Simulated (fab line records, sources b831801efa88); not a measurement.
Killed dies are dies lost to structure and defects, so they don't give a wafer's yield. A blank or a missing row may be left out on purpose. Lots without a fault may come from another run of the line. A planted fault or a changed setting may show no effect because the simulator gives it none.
Chamber matching | flow gf180mcu | GF_V5_CMP_04 on cmp-01: 4 sister chambers
The step polishes SiO2. 4 wafers are shown with their chamber, then 7 later ones without.

WAFERS WITH THEIR CHAMBER
wafer  | chamber | motor_current_A (A)
L707.2 | 1       | 12.1
L713.3 | 3       | 13.5
L713.5 | 0       | 11.8
L724.5 | 2       | 10.6

WAFERS WITHOUT THEIR CHAMBER
wafer  | motor_current_A (A)
L724.6 | 13.1
L725.1 | 13.1
L725.3 | 12.2
L725.6 | 12.5
L726.3 | 12.2
L726.4 | 11.9
L726.6 | 11.4

WHICH CHAMBER EACH WENT THROUGH
wafer  | from the rows above          | in truth
L724.6 | can't be placed: 3 or 1      | 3
L725.1 | can't be placed: 3 or 1      | 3
L725.3 | can't be placed: 1 or 0      | 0
L725.6 | can't be placed: 1 or 0 or 3 | 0
L726.3 | can't be placed: 1 or 0      | 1
L726.4 | can't be placed: 0 or 1      | 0
L726.6 | can't be placed: 0 or 1 or 2 | 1
Placed correctly: 0 of 7. Can't be placed from these rows: 7 (the true chamber is among the candidates in 7). Placed wrongly: 0.
How it was worked out, from the rows above alone: a wafer's distance from a chamber is the root of the sum, over the readings, of the square of ((its reading less the chamber's mean) divided by the reading's scatter). The wafer belongs to the nearest chamber; if the next one is less than 2 further off, it can't be placed. A chamber's mean is the mean of its shown wafers. The scatter: with one shown wafer a chamber, the root of the mean of the squares of how far each hidden wafer lies from its nearest shown one.
